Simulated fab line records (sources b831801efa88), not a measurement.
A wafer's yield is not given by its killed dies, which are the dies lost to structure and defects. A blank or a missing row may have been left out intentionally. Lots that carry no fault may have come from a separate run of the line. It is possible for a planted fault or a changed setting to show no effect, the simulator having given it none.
fab line records | flow sky130
record lots=13 | wafers=39 | last-day=50
route steps=708 shown LI_CONTACT@381 VIA4@642 METAL5@676 PAD_OPEN@707
lots that met no fault: from a run of the same line without faults
start-h: hours from the record's opening day to when the first of the lot's shown wafers began | wait-h: hours from the lot's prior step to this one | " as in the row above | L1.1+2: several wafers, shown together as one row | - no value, or no start given | * or withheld: withheld | < > ~ a bound
route shown NAME@n: a module of which the file shows steps, and the number in the route of the first | usual: average and standard deviation across the fault-free wafers | same: alike in all rows | chamber/n: place in a boat | sites: readings site by site | _std_site: the values' standard deviation | _edge_site: inner sites' mean taken away from outer sites' mean | radius-mm: how far each site lies from the wafer's centre | mask NAME#n: copy n | behind: tool/chamber where the wafer was last shaped | hold: the reason the lot was held/the length of the hold in hours/how it ended | device: transistor that didn't switch, given as n, p or np | end of line: at the end of the route, the tests of the same wafers | a step without rows: its recipe alone | killed: not the wafer's yield, but the dies lost to structure and defects at the first sort | map: per-die view of a wafer (x killed, . not killed, _ where there is no die)
set.NAME: the setting that was run; set.NAME@STEP: the one run at that earlier step | model.NAME: the simulator's own value behind a step, which no gauge read
the route's steps for a sample of lots (tables are steps, rows are wafers)
services: from which hour (start-h, from the record's first day; less than 0 if before it) a tool's chamber was out of use, for how many hours, and why
## steps
# step SKY_LI_CONTACT_SPUTTER_19
# recipe material=Ti | target-thk-nm=20 | chamber-pressure-pa=5 | power-w=2500 | substrate-temp-c=200 | time-s=106.37
# usual chamber-pressure-pa=4.999/0.01 | throttle-valve-pct=30.0/0.7
lot.wafer | tool           | chamber | start-h | wait-h | chamber-pressure-pa | throttle-valve-pct
L904.1    | pvd-sputter-01 | -       | 678.21  | 0.0    | 5.002               | 29.9
L904.3    | "              | -       | "       | "      | 5.008               | 31.2
L904.5    | "              | -       | "       | "      | 5.001               | 31.3
L905.2    | pvd-sputter-01 | -       | 681.82  | 0.0    | 4.983               | 29.5
L905.3    | "              | -       | "       | "      | 5.007               | 29.5
L905.5    | "              | -       | "       | "      | 4.979               | 31.1
L906.2    | pvd-sputter-01 | -       | 691.57  | 0.0    | 4.989               | 29.7
L906.3    | "              | -       | "       | "      | 4.987               | 30.8
L906.4    | "              | -       | "       | "      | 4.998               | 31.3
L907.1    | pvd-sputter-01 | -       | 702.16  | 0.0    | 5.017               | 29.6
L907.5    | "              | -       | "       | "      | 5.000               | 31.3
L907.6    | "              | -       | "       | "      | 4.998               | 29.4
L908.1    | pvd-sputter-01 | -       | 706.87  | 0.0    | 4.996               | 29.4
L908.3    | "              | -       | "       | "      | 4.992               | 30.7
L908.5    | "              | -       | "       | "      | 4.997               | 31.0
L909.3    | pvd-sputter-02 | -       | 714.19  | 0.0    | 4.986               | 29.4
L909.4    | "              | -       | "       | "      | 5.017               | 29.7
L909.6    | "              | -       | "       | "      | 5.013               | 30.1
L910.1    | pvd-sputter-01 | -       | 750.07  | 0.0    | 5.000               | 31.0
L910.2    | "              | -       | "       | "      | 5.024               | 30.8
L910.4    | "              | -       | "       | "      | 5.026               | 29.3
L911.2    | pvd-sputter-03 | -       | 750.99  | 0.0    | 4.998               | 30.5
L911.4    | "              | -       | "       | "      | 5.010               | 30.4
L911.5    | "              | -       | "       | "      | 5.015               | 30.1
L913.4    | pvd-sputter-01 | -       | 752.37  | 0.0    | 4.980               | 30.8
L913.5    | "              | -       | "       | "      | 4.987               | 29.5
L913.6    | "              | -       | "       | "      | 4.993               | 29.3
L920.1    | pvd-sputter-01 | -       | 799.75  | 0.0    | 5.013               | 31.2
L920.2    | "              | -       | "       | "      | 4.988               | 30.9
L920.5    | "              | -       | "       | "      | 4.997               | 29.4
L921.4    | pvd-sputter-02 | -       | 804.61  | 0.0    | 5.019               | 29.0
L921.5    | "              | -       | "       | "      | 5.020               | 30.4
L921.6    | "              | -       | "       | "      | 5.016               | 29.0
L923.2    | pvd-sputter-01 | -       | 818.06  | 0.0    | 5.019               | 29.1
L923.5    | "              | -       | "       | "      | 4.993               | 29.5
L923.6    | "              | -       | "       | "      | 5.006               | 30.7
L925.1    | pvd-sputter-02 | -       | 835.52  | 0.0    | 5.006               | 30.2
L925.4    | "              | -       | "       | "      | 4.996               | 29.8
L925.6    | "              | -       | "       | "      | 5.004               | 30.5
# step SKY_VIA4_BOW_MEAS_03
# recipe mode=bow
# usual VIA4_BOW=82/7
lot.wafer | tool          | chamber | start-h | wait-h | VIA4_BOW[um]
L904.1    | film-metro-02 | -       | 982.66  | 0.1    | 77
L904.3    | "             | -       | "       | "      | 102
L904.5    | "             | -       | "       | "      | 79
L905.2    | film-metro-04 | -       | 985.24  | 0.2    | 81
L905.3    | "             | -       | "       | "      | 86
L905.5    | "             | -       | "       | "      | 81
L906.2    | film-metro-01 | -       | 996.61  | 0.2    | 82
L906.3    | "             | -       | "       | "      | 87
L906.4    | "             | -       | "       | "      | 85
L907.1    | film-metro-04 | -       | 1004.76 | 0.1    | 70
L907.5    | "             | -       | "       | "      | 77
L907.6    | "             | -       | "       | "      | 68
L908.1    | film-metro-02 | -       | 1009.39 | 0.1    | 93
L908.3    | "             | -       | "       | "      | 81
L908.5    | "             | -       | "       | "      | 80
L909.3    | film-metro-04 | -       | 1012.64 | 0.2    | 72
L909.4    | "             | -       | "       | "      | 74
L909.6    | "             | -       | "       | "      | 66
L910.1    | film-metro-04 | -       | 1045.80 | 0.2    | 71
L910.2    | "             | -       | "       | "      | 81
L910.4    | "             | -       | "       | "      | 77
L911.2    | film-metro-04 | -       | 1048.85 | 0.1    | 83
L911.4    | "             | -       | "       | "      | 73
L911.5    | "             | -       | "       | "      | 81
L913.4    | film-metro-04 | -       | 1049.42 | 0.2    | 78
L913.5    | "             | -       | "       | "      | 75
L913.6    | "             | -       | "       | "      | 75
L920.1    | film-metro-04 | -       | 1085.66 | 0.2    | 75
L920.2    | "             | -       | "       | "      | 89
L920.5    | "             | -       | "       | "      | 89
L921.4    | film-metro-04 | -       | 1090.37 | 0.3    | 78
L921.5    | "             | -       | "       | "      | 81
L921.6    | "             | -       | "       | "      | 83
L923.2    | film-metro-01 | -       | 1100.01 | 0.1    | 80
L923.5    | "             | -       | "       | "      | 85
L923.6    | "             | -       | "       | "      | 82
L925.1    | film-metro-01 | -       | 1114.90 | 0.1    | 81
L925.4    | "             | -       | "       | "      | 81
L925.6    | "             | -       | "       | "      | 85
# step SKY_METAL5_METAL_ETCH_15
# recipe target-depth-a=12600 | stop-on=SiO2 | over-etch-frac=0.2 | time-s=252 | chemistry=Cl2/BCl3 | resist-sidewall-deg=86 | pressure-mtorr=10 | icp-w=900 | bias-w=48.5 | Cl2_flow_sccm=60 | bcl3-flow-sccm=30
# usual drypump-motor-current-A=5.5/0.33 | oes-product-au=0.895/0.0051 | throttle-valve-pct=22.264/0.0088
lot.wafer | tool         | chamber | start-h | wait-h | drypump-motor-current-A | oes-product-au | rf-hours-counter-h | throttle-valve-pct
L904.1    | rie-metal-03 | 0       | 1030.05 | 0.0    | 5.5                     | 0.894          | 11                 | 22.264
L904.3    | "            | 1       | "       | "      | 5.2                     | 0.892          | -                  | 22.255
L904.5    | "            | 1       | "       | "      | 5.2                     | 0.897          | -                  | 22.263
L905.2    | rie-metal-03 | 0       | 1033.20 | 0.0    | 5.5                     | 0.887          | 11                 | 22.245
L905.3    | "            | 0       | "       | "      | 5.5                     | 0.884          | -                  | 22.259
L905.5    | "            | 0       | "       | "      | 5.5                     | 0.889          | -                  | 22.273
L906.2    | rie-metal-04 | 1       | 1043.98 | 0.0    | 5.9                     | 0.891          | 22                 | 22.246
L906.3    | "            | 1       | "       | "      | 6.0                     | 0.900          | -                  | 22.273
L906.4    | "            | 0       | "       | "      | 5.8                     | 0.901          | -                  | 22.264
L907.1    | rie-metal-03 | 0       | 1051.70 | 0.0    | 5.5                     | 0.891          | 13                 | 22.264
L907.5    | "            | 1       | "       | "      | 5.3                     | 0.894          | -                  | 22.280
L907.6    | "            | 0       | "       | "      | 5.5                     | 0.897          | -                  | 22.252
L908.1    | rie-metal-02 | 0       | 1054.88 | 0.0    | 6.0                     | 0.896          | 15                 | 22.253
L908.3    | "            | 1       | "       | "      | 5.0                     | 0.890          | -                  | 22.258
L908.5    | "            | 1       | "       | "      | 5.1                     | 0.884          | -                  | 22.262
L909.3    | rie-metal-03 | 1       | 1058.91 | 0.1    | 5.2                     | 0.899          | -                  | 22.279
L909.4    | "            | 0       | "       | "      | 5.5                     | 0.893          | -                  | 22.263
L909.6    | "            | 1       | "       | "      | 5.3                     | 0.894          | -                  | 22.289
L910.1    | rie-metal-04 | 1       | 1089.45 | 0.0    | 5.9                     | 0.889          | 1                  | 22.260
L910.2    | "            | 0       | "       | "      | 5.8                     | 0.898          | 14                 | 22.268
L910.4    | "            | 1       | "       | "      | 5.9                     | 0.901          | -                  | 22.280
L911.2    | rie-metal-03 | 0       | 1092.90 | 0.0    | 5.5                     | 0.891          | 15                 | 22.272
L911.4    | "            | 0       | "       | "      | 5.5                     | 0.906          | -                  | 22.248
L911.5    | "            | 0       | "       | "      | 5.5                     | 0.898          | -                  | 22.257
L913.4    | rie-metal-02 | 0       | 1093.31 | 0.1    | 6.0                     | 0.893          | -                  | 22.272
L913.5    | "            | 0       | "       | "      | 5.9                     | 0.901          | -                  | 22.257
L913.6    | "            | 1       | "       | "      | 5.1                     | 0.894          | -                  | 22.253
L920.1    | rie-metal-02 | 0       | 1127.35 | 0.0    | 6.0                     | 0.897          | 20                 | 22.264
L920.2    | "            | 1       | "       | "      | 5.1                     | 0.900          | 11                 | 22.262
L920.5    | "            | 1       | "       | "      | 5.1                     | 0.887          | -                  | 22.264
L921.4    | rie-metal-04 | 0       | 1131.66 | 0.1    | 5.8                     | 0.894          | -                  | 22.262
L921.5    | "            | 1       | "       | "      | 6.0                     | 0.900          | -                  | 22.271
L921.6    | "            | 0       | "       | "      | 5.8                     | 0.896          | -                  | 22.276
L923.2    | rie-metal-04 | 0       | 1140.40 | 0.0    | 5.8                     | 0.888          | 18                 | 22.251
L923.5    | "            | 1       | "       | "      | 6.0                     | 0.891          | -                  | 22.253
L923.6    | "            | 0       | "       | "      | 5.8                     | 0.893          | -                  | 22.267
L925.1    | rie-metal-03 | 1       | 1154.43 | 0.0    | 5.2                     | 0.888          | 17                 | 22.270
L925.4    | "            | 1       | "       | "      | 5.2                     | 0.887          | -                  | 22.272
L925.6    | "            | 0       | "       | "      | 5.5                     | 0.885          | -                  | 22.256
# step SKY_PAD_OPEN_BOW_MEAS_13
# recipe mode=bow
# usual PAD_OPEN_BOW=47/7.5
lot.wafer | tool          | chamber | start-h | wait-h | PAD_OPEN_BOW[um]
L904.1    | film-metro-01 | -       | 1077.29 | -      | 49
L904.3    | "             | -       | "       | "      | 71
L904.5    | "             | -       | "       | "      | 48
L905.2    | film-metro-04 | -       | 1079.96 | -      | 44
L905.3    | "             | -       | "       | "      | 50
L905.5    | "             | -       | "       | "      | 44
L906.2    | film-metro-04 | -       | 1089.81 | -      | 46
L906.3    | "             | -       | "       | "      | 50
L906.4    | "             | -       | "       | "      | 48
L907.1    | film-metro-01 | -       | 1097.35 | -      | 32
L907.5    | "             | -       | "       | "      | 39
L907.6    | "             | -       | "       | "      | 30
L908.1    | film-metro-01 | -       | 1101.09 | -      | 58
L908.3    | "             | -       | "       | "      | 45
L908.5    | "             | -       | "       | "      | 44
L909.3    | film-metro-03 | -       | 1104.78 | -      | 35
L909.4    | "             | -       | "       | "      | 38
L909.6    | "             | -       | "       | "      | 30
L910.1    | film-metro-01 | -       | 1132.03 | -      | 44
L910.2    | "             | -       | "       | "      | 52
L910.4    | "             | -       | "       | "      | 51
L911.2    | film-metro-04 | -       | 1135.42 | -      | 50
L911.4    | "             | -       | "       | "      | 42
L911.5    | "             | -       | "       | "      | 50
L913.4    | film-metro-03 | -       | 1136.96 | -      | 46
L913.5    | "             | -       | "       | "      | 43
L913.6    | "             | -       | "       | "      | 45
L920.1    | film-metro-04 | -       | 1168.11 | -      | 39
L920.2    | "             | -       | "       | "      | 53
L920.5    | "             | -       | "       | "      | 54
L921.4    | film-metro-04 | -       | 1171.25 | -      | 45
L921.5    | "             | -       | "       | "      | 49
L921.6    | "             | -       | "       | "      | 52
L923.2    | film-metro-03 | -       | 1178.06 | -      | 42
L923.5    | "             | -       | "       | "      | 45
L923.6    | "             | -       | "       | "      | 43
L925.1    | film-metro-04 | -       | 1191.49 | -      | 40
L925.4    | "             | -       | "       | "      | 41
L925.6    | "             | -       | "       | "      | 44
# step SKY_PAD_OPEN_PROBE_99
# usual killed_at_M0_to_M3=44/7.1 | killed_at_M4_up=3.1/1.9 | killed-at-contacts=25/5.8 | killed-at-front-end=16/4.5 | killed-at-other=0.3/0.52 | killed-dies=88/9.1 | killed-open=48/6.8 | killed-short=39/5.8
# same gross-dies=492 | killed-at-back-side=0
lot.wafer | tool      | chamber | start-h | wait-h | killed_at_M0_to_M3 | killed_at_M4_up | killed-at-contacts | killed-at-front-end | killed-at-other | killed-dies | killed-open | killed-short
L920.1    | prober-01 | -       | 1168.23 | 0.1    | 36                 | 2               | 48                 | 21                  | 0               | 107         | 49          | 36
L920.2    | prober-01 | -       | 1168.28 | 0.1    | 39                 | 1               | 63                 | 11                  | 1               | 115         | 50          | 31
L920.5    | prober-01 | -       | 1168.43 | 0.2    | 38                 | 4               | 71                 | 11                  | 1               | 125         | 30          | 37
L923.2    | prober-02 | -       | 1178.21 | 0.1    | 33                 | 3               | 84                 | 8                   | 0               | 128         | 41          | 29
L923.5    | prober-02 | -       | 1178.36 | 0.2    | 34                 | 2               | 43                 | 14                  | 0               | 93          | 33          | 32
L923.6    | prober-02 | -       | 1178.41 | 0.2    | 43                 | 3               | 59                 | 12                  | 0               | 117         | 44          | 40
# killed by level:class
L920.1 LI_CONTACT:unspecified=22 VIA1:geometric-particle:open=10 LOCAL_INTERCONNECT:geometric-particle:short=8 CONTACT:geometric-particle:open=8 LI_CONTACT:geometric-particle:open=7 FIELD_ISO:geometric-particle:short=6 VIA2:geometric-particle:open=6 POLY_GATE:geometric-particle:open=4
L920.2 LI_CONTACT:unspecified=33 CONTACT:geometric-particle:open=10 VIA1:geometric-particle:open=10 VIA2:geometric-particle:open=8 LI_CONTACT:geometric-particle:open=8 METAL3:geometric-particle:short=5 LOCAL_INTERCONNECT:geometric-particle:short=4 CONTACT:geometric-particle:short=4
L920.5 LI_CONTACT:unspecified=57 METAL1:geometric-particle:short=8 VIA1:geometric-particle:open=5 LOCAL_INTERCONNECT:geometric-particle:short=5 VIA3:geometric-particle:open=5 FIELD_ISO:geometric-particle:open=4 FIELD_ISO:geometric-particle:short=4 VIA2:geometric-particle:open=4
L923.2 LI_CONTACT:unspecified=58 LI_CONTACT:geometric-particle:open=12 VIA1:geometric-particle:open=7 METAL2:geometric-particle:short=7 CONTACT:geometric-particle:open=5 VIA2:geometric-particle:open=5 LI_CONTACT:geometric-particle:short=4 METAL1:geometric-particle:short=4
L923.5 LI_CONTACT:unspecified=28 METAL1:geometric-particle:short=8 LI_CONTACT:geometric-particle:open=7 VIA2:geometric-particle:open=7 VIA1:geometric-particle:open=6 FIELD_ISO:geometric-particle:open=4 POLY_GATE:geometric-particle:short=4 VIA1:geometric-particle:short=4
L923.6 LI_CONTACT:unspecified=33 LI_CONTACT:geometric-particle:open=12 VIA2:geometric-particle:open=7 VIA3:geometric-particle:open=7 CONTACT:geometric-particle:open=6 VIA3:geometric-particle:short=5 METAL1:geometric-particle:short=5 VIA2:geometric-particle:short=5
## services
tool           | chamber | start-h | hours | kind
pvd-sputter-02 | -       | 675.94  | 6.3   | repair
rie-metal-04   | -       | 680.44  | 1.4   | pm
pvd-sputter-02 | -       | 687.92  | 0.9   | repair
rie-metal-02   | 0       | 695.15  | 10.8  | repair
rie-metal-03   | 0       | 726.52  | 63.0  | repair
rie-metal-04   | 0       | 737.02  | 2.4   | repair
rie-metal-04   | -       | 755.63  | 2.8   | pm
rie-metal-03   | -       | 827.80  | 14.6  | pm
rie-metal-03   | 1       | 851.76  | 17.4  | repair
pvd-sputter-01 | 1       | 871.67  | -     | consumable-replace:kit
pvd-sputter-01 | 1       | 871.67  | 18.0  | scheduled-down
pvd-sputter-01 | 1       | 871.67  | 18.0  | vent-cycle
rie-metal-03   | 1       | 874.67  | 3.5   | repair
rie-metal-02   | -       | 940.56  | 2.8   | pm
rie-metal-03   | 1       | 984.37  | 8.6   | repair
pvd-sputter-03 | -       | 1043.46 | 8.3   | repair
pvd-sputter-01 | 0       | 1050.78 | -     | consumable-replace:kit
pvd-sputter-01 | 0       | 1050.78 | 18.0  | scheduled-down
pvd-sputter-01 | 0       | 1050.78 | 18.0  | vent-cycle
rie-metal-03   | -       | 1051.94 | 2.8   | pm
pvd-sputter-03 | -       | 1057.40 | 3.3   | repair
pvd-sputter-03 | -       | 1081.73 | 0.7   | repair
rie-metal-04   | -       | 1130.46 | 0.7   | repair
pvd-sputter-01 | -       | 1140.91 | 1.4   | repair
## key
first-sign step=SKY_PAD_OPEN_PROBE_99 | reading=killed-at-contacts | direction=up | sigmas=6.3 | usual=25 | struck=61
effect step=SKY_PAD_OPEN_PROBE_99 | reading=killed-dies | direction=up | sigmas=2.9 | usual=88 | struck=114
met-at SKY_LI_CONTACT_SPUTTER_19
struck-lots L920,L923
tester-left-out L920,L923
not-acting-at SKY_VIA4_BOW_MEAS_03,SKY_METAL5_METAL_ETCH_15,SKY_PAD_OPEN_BOW_MEAS_13
onset-between 752.37 799.75
fault kind=chamber-particle-source | tool=pvd-sputter-01 | chamber=- | onset-h=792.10 | steps=SKY_LI_CONTACT_SPUTTER_19 | rate-per-visit-cm2=1.1803 | end-h=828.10
# tester-left-out: of these lots the tester's yield and bins aren't shown, on N5 and GAA mostly nor the transistor test; their killed dies are dies lost to structure and defects alone, not to doping, threshold or leakage, so they don't give the yield
